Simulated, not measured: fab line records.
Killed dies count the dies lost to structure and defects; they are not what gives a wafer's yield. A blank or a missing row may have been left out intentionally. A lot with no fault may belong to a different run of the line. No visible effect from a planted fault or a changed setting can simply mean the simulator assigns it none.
Matching of chambers    flow gf180mcu    cmp-02 running GF_CONTACT_CMP_04: 4 sister chambers
The step polishes SiO2. 16 wafers are shown with their chamber, then 8 later ones without.

## WAFERS WITH THEIR CHAMBER
wafer   chamber  motor current A (A)  time to endpoint s (s)
L502.1  0        14.1                 108
L502.2  1        10.0                 117
L502.5  1        10.7                 127
L504.2  3        12.2                 109
L504.3  2        11.2                 113
L504.5  0        15.4                 115
L505.1  1        10.2                 117
L505.5  0        13.6                 119
L505.6  3        11.8                 113
L510.4  2        11.2                 115
L510.5  2        11.4                 124
L510.6  3        11.5                 119
L511.4  1        10.0                 119
L511.5  2        11.5                 115
L511.6  3        12.0                 111
L513.1  2        11.8                 107

SIGNATURES, as means of the wafers listed above
reading             chamber 0  chamber 1  chamber 2  chamber 3  scatter within a chamber
motor current A     14.367     10.225     11.420     11.875     0.463
time to endpoint s  114.00     120.00     114.80     113.00     5.28
Rule: a wafer lies at a distance from a chamber equal to the root of the sum of squares, over the readings, of (its reading less the chamber's mean, divided by the reading's scatter). The wafer belongs to the nearest chamber; if the next one is less than 2 further off, it can't be placed. The scatter: the root of (the sum of the squares of (reading less its chamber's mean) over the shown wafers, divided by (wafers less chambers)).

## WAFERS WITH NO CHAMBER GIVEN
wafer   motor current A (A)  time to endpoint s (s)
L513.4  11.9                 111
L513.5  11.8                 111
L515.2  11.7                 102
L515.3  10.5                 113
L515.6  11.2                 113
L517.1  12.4                 107
L517.5  10.5                 122
L517.6  12.1                 118

## EACH ONE'S CHAMBER
wafer   from the rows above           in truth
L513.4  can't be placed: 3 or 2       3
L513.5  can't be placed: 3 or 2       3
L515.2  can't be placed: 3 or 2       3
L515.3  can't be placed: 1 or 2 or 3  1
L515.6  can't be placed: 2 or 3 or 1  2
L517.1  can't be placed: 3 or 2       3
L517.5  can't be placed: 1 or 2       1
L517.6  can't be placed: 3 or 2       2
Correct placement for 0 of the 8. Not placeable from these rows: 8 (in 8, the candidates include the true chamber). 0 placed wrongly.
